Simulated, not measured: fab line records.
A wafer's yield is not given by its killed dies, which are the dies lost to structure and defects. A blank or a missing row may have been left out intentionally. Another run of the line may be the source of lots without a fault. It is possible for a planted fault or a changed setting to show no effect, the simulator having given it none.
fab line records    flow sfq_line
record: lots: 6  wafers: 18  last_day: 91
route steps=325 shown M0@36 I0@43
lots that met no fault: taken from a fault-free run of the same line
start_h: hours from the record's opening day to when the first of the lot's shown wafers began    wait_h: hours from the lot's prior step to this one    " the same as in the row above    L1.1+2: several wafers, shown together as one row    - no value, or no start given    * or withheld: withheld    < > ~ a bound
route shown NAME@n: names a module that has steps shown in the file, with the first one's number in the route    usual: mean/standard deviation of fault-free wafers    same: alike in all rows    chamber/n: place in a boat    sites: per-site readings    _std_site: the values' standard deviation    _edge_site: outer sites' mean less inner sites'    radius_mm: how far each site lies from the wafer's centre    mask NAME#n: copy n    behind: the tool/chamber that last shaped the wafer    hold: reason for holding the lot/hours on hold/outcome of the hold    device: the transistor (n, p or np) that didn't switch    end of line: the same wafers' tests at the end of the route    for a step that has no rows: nothing shown but its recipe    killed: dies that structure and defects cost at the first sort, which is not the same as the wafer's yield    map: the dies of a wafer, with x for killed, . for not killed, _ for no die there
set.NAME: the setting as run; set.NAME@STEP: as run at that earlier step    model.NAME: the simulator's own value behind a step, which no gauge read
certain route steps with their lots: each step a table, each wafer a row
services: a tool's chamber out of use, with start hour (start_h, from the record's first day; less than 0 if before it), hours out, and reason
== steps ==
step: SFQ_TRILAYER_M0_LITHO_PEB_024
recipe: peb_temp_c: 115  peb_time_s: 62.16  resist: KrF
step: SFQ_TRILAYER_M0_LITHO_DEVELOP_023
recipe: time_s: 60  resist: KrF
step: SFQ_M0_OVL_MEAS_906
usual: M0_OVL: -5/5.4
lot.wafer  tool        chamber  start_h  wait_h  M0_OVL[nm]
L330.2     overlay-01  -        178.84   0.1     4
L330.3     "           -        "        "       1
L330.6     "           -        "        "       -1
L331.3     overlay-01  -        181.24   0.1     -1
L331.4     "           -        "        "       -6
L331.5     "           -        "        "       -4
L341.1     overlay-02  -        274.78   0.1     -4
L341.4     "           -        "        "       -5
L341.6     "           -        "        "       -10
L342.1     overlay-02  -        298.00   0.1     -6
L342.2     "           -        "        "       -8
L342.6     "           -        "        "       -8
L343.1     overlay-01  -        302.80   0.1     -2
L343.3     "           -        "        "       -3
L343.5     "           -        "        "       -5
L350.2     overlay-01  -        449.33   0.1     1
L350.3     "           -        "        "       1
L350.4     "           -        "        "       -4
step: SFQ_TRILAYER_M0_BARC_OPEN_METAL_ETCH_031
recipe: mask_material: PR  chemistry: O2  target_depth_nm: 125  target: BARC  icp_w: 600  bias_w: 80  pressure_mtorr: 10  time_s: 41.7
step: SFQ_TRILAYER_M0_ETCH_METAL_ETCH_024
recipe: target: Nb  stop_on: SiO2  mask_material: PR  chemistry: Cl2/Ar  target_depth_nm: 240  icp_w: 600  bias_w: 80  pressure_mtorr: 10  time_s: 120
usual: drypump_motor_current_A: 5.4/0.46  oes_product_au: 0.895/0.0077
same: time_s: 120
lot.wafer  tool          chamber  start_h  wait_h  drypump_motor_current_A  oes_product_au  rf_hours_counter_h
L330.2     rie_metal-02  0        178.93   0.0     5.7                      0.897           177
L330.3     "             1        "        "       4.8                      0.888           -
L330.6     "             1        "        "       4.8                      0.891           -
L331.3     rie_metal-04  0        181.37   0.1     5.4                      0.891           -
L331.4     "             1        "        "       5.0                      0.907           -
L331.5     "             1        "        "       4.9                      0.896           -
L341.1     rie_metal-04  1        274.90   0.1     5.0                      0.887           43
L341.4     "             1        "        "       4.9                      0.900           -
L341.6     "             0        "        "       5.4                      0.896           -
L342.1     rie_metal-01  0        298.10   0.0     6.0                      0.905           30
L342.2     "             1        "        "       5.8                      0.905           173
L342.6     "             1        "        "       5.8                      0.908           -
L343.1     rie_metal-02  1        302.96   0.1     4.8                      0.892           95
L343.3     "             1        "        "       4.8                      0.890           -
L343.5     "             1        "        "       4.8                      0.890           -
L350.2     rie_metal-01  1        449.42   0.0     5.8                      0.899           11
L350.3     "             0        "        "       6.0                      0.907           -
L350.4     "             1        "        "       5.8                      0.894           -
step: SFQ_TRILAYER_M0_STRIP_STRIP_025
recipe: gas: O2  power_w: 200  platen_temp_c: 40  overash_fraction: 0.65  chemistry: O2  pressure_mtorr: 50
step: SFQ_TRILAYER_M0_STRIP_SOLV_CLEAN_026
recipe: chemistry: NMP  temp_c: 70  time_s: 600
step: SFQ_TRILAYER_I0_DEP_PECVD_027
recipe: material: SiO2  temp_c: 150  time_s: 111.11  pressure_torr: 2.4  rf_w: 183.3  precursor: SiH4/N2O  target_thk_nm: 500
usual: heater_power_w: 77/15  susceptor_temp_C: 150.00/0.15  throttle_valve_pct: 24.2/1.1
same: time_s: 111.11
lot.wafer  tool      chamber  start_h  wait_h  heater_power_w  susceptor_temp_C  throttle_valve_pct
L330.2     pecvd-02  2        179.84   0.0     79              149.86            23.9
L330.3     "         0        "        "       78              149.86            24.6
L330.6     "         1        "        "       88              149.66            23.0
L331.3     pecvd-04  0        182.23   0.0     89              150.00            24.4
L331.4     "         0        "        "       92              149.87            24.6
L331.5     "         1        "        "       104             149.80            25.0
L341.1     pecvd-01  1        276.21   0.0     44              150.25            24.1
L341.4     "         1        "        "       46              150.00            24.2
L341.6     "         0        "        "       76              150.07            23.6
L342.1     pecvd-02  1        299.01   0.0     81              150.06            23.5
L342.2     "         0        "        "       75              149.96            25.0
L342.6     "         1        "        "       84              150.11            23.4
L343.1     pecvd-01  0        304.58   0.0     95              150.06            24.0
L343.3     "         1        "        "       47              150.14            24.1
L343.5     "         2        "        "       65              149.81            22.9
L350.2     pecvd-04  1        450.33   0.0     101             150.04            25.0
L350.3     "         2        "        "       83              150.08            24.7
L350.4     "         0        "        "       90              150.05            24.4
step: SFQ_TRILAYER_I0_CMP_CMP_028
recipe: material: SiO2  down_force_psi: 3  platen_rpm: 58.76  pad_velocity_m_s: 0.94248
usual: motor_current_A: 10.1/1.1  slurry_flow_ml_min: 150.1/0.46  time_to_endpoint_s: 216/7.6
lot.wafer  tool    chamber  start_h  wait_h  motor_current_A  slurry_flow_ml_min  time_to_endpoint_s
L330.2     cmp-01  0        181.39   1.5     11.1             150.8               216
L330.3     "       1        "        "       10.0             150.1               218
L330.6     "       3        182.89   3.0     11.1             150.0               237
L331.4     cmp-02  1        183.33   1.0     9.0              149.4               223
L331.3     "       2        "        "       8.7              150.2               215
L331.5     "       3        "        "       10.8             149.8               212
L341.4     cmp-02  1        276.29   0.0     10.0             150.0               222
L341.1     "       2        "        "       8.5              149.5               218
L341.6     "       2        278.79   2.5     8.4              149.8               217
L342.2     cmp-02  3        299.59   0.5     11.3             150.6               208
L342.1     "       1        300.59   1.5     9.0              149.8               215
L342.6     "       2        "        "       8.4              150.6               215
L343.1     cmp-02  3        308.59   4.0     11.4             151.0               207
L343.3     "       0        "        "       9.3              150.0               223
L343.5     "       2        310.09   5.4     8.1              149.7               215
L350.3     cmp-02  0        450.41   0.0     9.6              150.5               225
L350.2     "       1        "        "       9.8              150.5               207
L350.4     "       3        451.91   1.5     11.4             150.1               221
step: SFQ_I0_BOW_MEAS_907
recipe: mode: bow
usual: I0_BOW: 0/7.2
lot.wafer  tool           chamber  start_h  wait_h  I0_BOW[um]
L330.2     film_metro-04  -        183.41   1.5     3
L330.3     "              -        "        "       6
L330.6     "              -        "        "       -3
L331.3     film_metro-03  -        185.37   1.0     -4
L331.4     "              -        "        "       5
L331.5     "              -        "        "       4
L341.1     film_metro-04  -        279.29   2.0     -10
L341.4     "              -        "        "       5
L341.6     "              -        "        "       -5
L342.1     film_metro-02  -        302.09   1.0     -3
L342.2     "              -        "        "       -9
L342.6     "              -        "        "       2
L343.1     film_metro-04  -        311.09   2.0     -5
L343.3     "              -        "        "       7
L343.5     "              -        "        "       -7
L350.2     film_metro-02  -        453.43   2.0     0
L350.3     "              -        "        "       -17
L350.4     "              -        "        "       -2
step: SFQ_TRILAYER_I0_METRO_MEASURE_029
usual: thk_nm: 199.6/1.2
lot.wafer  tool           chamber  start_h  wait_h  thk_nm
L330.2     film_metro-04  -        183.71   0.3     199.6
L330.3     "              -        "        "       199.0
L330.6     "              -        "        "       200.9
L331.3     film_metro-03  -        185.85   0.5     199.6
L331.4     "              -        "        "       199.6
L331.5     "              -        "        "       196.8
L341.1     film_metro-04  -        279.41   0.1     197.4
L341.4     "              -        "        "       198.6
L341.6     "              -        "        "       197.9
L342.1     film_metro-02  -        302.21   0.1     200.3
L342.2     "              -        "        "       199.0
L342.6     "              -        "        "       198.9
L343.1     film_metro-04  -        311.21   0.1     199.0
L343.3     "              -        "        "       201.8
L343.5     "              -        "        "       199.2
L350.2     film_metro-02  -        453.73   0.3     199.0
L350.3     "              -        "        "       200.6
L350.4     "              -        "        "       199.2
step: SFQ_TRILAYER_I0_VIA_LITHO_COAT_036
recipe: resist: BARC  spin_rpm: 3000  resist_thk_nm: 62
step: SFQ_TRILAYER_I0_VIA_LITHO_COAT_031
recipe: resist: KrF  spin_rpm: 3000  resist_thk_nm: 650
lot.wafer  tool            chamber  start_h  wait_h  model.KrF_of_TRILAYER_I0_VIA_LITHO_COAT_031.thk_nm
L330.2     litho_track-01  0        185.06   0.2     649.5
L330.3     "               0        "        "       648.3
L330.6     "               0        "        "       650.1
L331.3     litho_track-04  0        187.05   0.2     649.6
L331.4     "               0        "        "       648.7
L331.5     "               0        "        "       649.9
L341.1     litho_track-04  0        280.91   0.2     669
L341.4+6   "               0        "        "       668
L342.1     litho_track-04  0        303.71   0.2     670.8
L342.2     "               0        "        "       671.1
L342.6     "               0        "        "       668.9
L343.1     litho_track-01  0        312.71   0.2     650.8
L343.3     "               0        "        "       649.6
L343.5     "               0        "        "       649.5
L350.2     litho_track-03  0        455.08   0.2     655.4
L350.3     "               0        "        "       652.3
L350.4     "               0        "        "       651.5
step: SFQ_TRILAYER_I0_VIA_LITHO_SOFTBAKE_035
recipe: temp_c: withheld  time_s: withheld  resist: KrF
step: SFQ_TRILAYER_I0_VIA_LITHO_EXPOSE_032
recipe: mask_id: I0  na: 0.6  source_shape: conventional  sigma_outer: 0.65  target_cd_nm: 500  dose_mj: 21.3
step: SFQ_TRILAYER_I0_VIA_LITHO_PEB_034
recipe: peb_temp_c: 115  peb_time_s: 60  resist: KrF
step: SFQ_TRILAYER_I0_VIA_LITHO_DEVELOP_033
recipe: time_s: 60  resist: KrF
step: SFQ_I0_OVL_MEAS_908
usual: I0_OVL: 1/4.6
lot.wafer  tool        chamber  start_h  wait_h  I0_OVL[nm]
L330.2     overlay-01  -        290.39   0.1     -8
L330.3     "           -        "        "       -4
L330.6     "           -        "        "       -12
L331.3     overlay-02  -        291.59   0.1     8
L331.4     "           -        "        "       -2
L331.5     "           -        "        "       3
L341.1     overlay-02  -        393.87   0.1     1
L341.4     "           -        "        "       -2
L341.6     "           -        "        "       7
L342.1     overlay-02  -        395.07   0.1     -7
L342.2     "           -        "        "       -14
L342.6     "           -        "        "       -2
L343.1     overlay-01  -        396.27   0.1     -1
L343.3     "           -        "        "       -1
L343.5     "           -        "        "       -5
L350.2     overlay-02  -        458.13   0.1     1
L350.3     "           -        "        "       -7
L350.4     "           -        "        "       4
step: SFQ_TRILAYER_I0_VIA_BARC_OPEN_VIA_ETCH_046
recipe: mask_material: PR  chemistry: O2  target_depth_nm: 125  target: BARC  source_w: 500  bias_w: 80  pressure_mtorr: 30  time_s: 41.7
usual: drypump_motor_current_A: 5.9/0.4  oes_product_au: 0.685/0.0046
same: time_s: 41.7
lot.wafer  tool         chamber  start_h  wait_h  drypump_motor_current_A  oes_product_au  rf_hours_counter_h
L330.2     rie_diel-03  1        290.42   0.0     6.0                      0.687           22
L330.3     "            2        "        "       5.4                      0.680           9
L330.6     "            1        "        "       6.0                      0.688           -
L331.3     rie_diel-01  0        291.62   0.0     6.3                      0.690           118
L331.4     "            3        "        "       6.1                      0.682           20
L331.5     "            2        "        "       5.9                      0.687           -
L341.1     rie_diel-03  0        393.91   0.0     6.5                      0.683           91
L341.4     "            2        "        "       5.4                      0.695           10
L341.6     "            1        "        "       6.0                      0.685           -
L342.1     rie_diel-02  0        395.11   0.0     5.0                      0.687           7
L342.2     "            3        "        "       6.0                      0.681           1
L342.6     "            3        "        "       6.0                      0.693           -
L343.1     rie_diel-01  1        396.31   0.0     6.1                      0.682           13
L343.3     "            3        "        "       6.1                      0.691           21
L343.5     "            2        "        "       5.9                      0.685           -
L350.2     rie_diel-03  0        458.16   0.0     6.4                      0.681           92
L350.3     "            1        "        "       6.0                      0.692           24
L350.4     "            2        "        "       5.4                      0.691           11
step: SFQ_TRILAYER_I0_VIA_ETCH_VIA_ETCH_034
recipe: target: SiO2  stop_on: Nb  mask_material: PR  taper_deg: 20  chemistry: CHF3  target_depth_nm: 260  source_w: 500  bias_w: 80  pressure_mtorr: 30  time_s: withheld
usual: drypump_motor_current_A: 5.9/0.4  oes_product_au: 0.853/0.0058
lot.wafer  tool         chamber  start_h  wait_h  drypump_motor_current_A  oes_product_au  model.KrF_of_TRILAYER_I0_VIA_LITHO_COAT_031.thk_nm
L330.2     rie_diel-03  1        290.46   0.0     6.0                      0.851           526.3
L330.3     "            2        "        "       5.4                      0.860           529.8
L330.6     "            1        "        "       6.1                      0.857           526.6
L331.3     rie_diel-01  0        291.66   0.0     6.3                      0.855           527.6
L331.4     "            3        "        "       6.1                      0.856           528.1
L331.5     "            2        "        "       5.9                      0.842           529
L341.1     rie_diel-03  0        393.95   0.0     6.4                      0.850           546
L341.4     "            2        "        "       5.4                      0.850           548.4
L341.6     "            1        "        "       6.0                      0.852           545.1
L342.1     rie_diel-02  0        395.15   0.0     5.1                      0.853           549.4
L342.2     "            3        "        "       6.1                      0.854           549.1
L342.6     "            3        "        "       6.0                      0.851           546.8
L343.1     rie_diel-01  1        396.35   0.0     6.1                      0.848           530.9
L343.3     "            3        "        "       6.1                      0.861           528.1
L343.5     "            2        "        "       5.9                      0.849           528.4
L350.2     rie_diel-03  0        458.20   0.0     6.4                      0.850           533.3
L350.3     "            1        "        "       6.0                      0.847           528.4
L350.4     "            2        "        "       5.4                      0.859           532.2
step: SFQ_TRILAYER_I0_VIA_STRIP_STRIP_035
recipe: gas: O2  power_w: 200  platen_temp_c: 40  overash_fraction: 0.65  chemistry: O2  pressure_mtorr: 50
== services ==
tool           chamber  start_h  hours  kind
rie_diel-01    2        158.05   3.6    repair
film_metro-04  -        184.71   0.3    pm
rie_diel-03    -        206.51   0.8    repair
rie_diel-03    -        217.75   14.6   pm
rie_diel-01    0        242.32   16.0   repair
film_metro-04  -        245.86   2.3    pm
rie_diel-03    2        246.81   4.1    repair
rie_diel-01    2        256.39   2.4    repair
rie_diel-01    -        270.41   1.1    repair
rie_diel-01    1        277.50   1.5    repair
rie_diel-03    3        284.96   5.1    repair
cmp-02         -        290.35   2.1    pm
film_metro-04  -        313.46   1.3    pm
rie_diel-01    2        315.18   5.7    repair
cmp-02         -        316.37   1.8    repair
film_metro-04  -        324.29   0.2    pm
film_metro-04  -        327.56   0.5    pm
rie_diel-03    -        350.88   2.8    pm
rie_diel-03    2        355.01   5.0    repair
rie_diel-01    -        402.80   0.4    repair
cmp-02         -        408.83   4.0    pm
rie_diel-01    2        413.84   9.3    repair
rie_diel-03    0        433.77   4.2    repair
rie_diel-03    1        442.83   11.4   repair
== key ==
first_sign none at tools or gauges
model_effect: step: SFQ_TRILAYER_I0_VIA_LITHO_COAT_031  value: KrF_of_TRILAYER_I0_VIA_LITHO_COAT_031.thk_nm  without: 650.8  struck: 669.3
model_effect: step: SFQ_TRILAYER_I0_VIA_ETCH_VIA_ETCH_034  value: KrF_of_TRILAYER_I0_VIA_LITHO_COAT_031.thk_nm  without: 528.9  struck: 547.5
met_at SFQ_TRILAYER_I0_VIA_LITHO_COAT_031
struck_wafers L341.1,L341.4,L341.6,L342.1,L342.2,L342.6
onset_between 187.05 280.91
fault: kind: process_parameter_drift  tool: litho_track-04  chamber: -  onset_h: 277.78  steps: SFQ_TRILAYER_I0_VIA_LITHO_COAT_031  channel: resist_thk_nm  offset: 18.512  shape: step  end_h: 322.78  acts_in: these_recipes_only  stated: 650
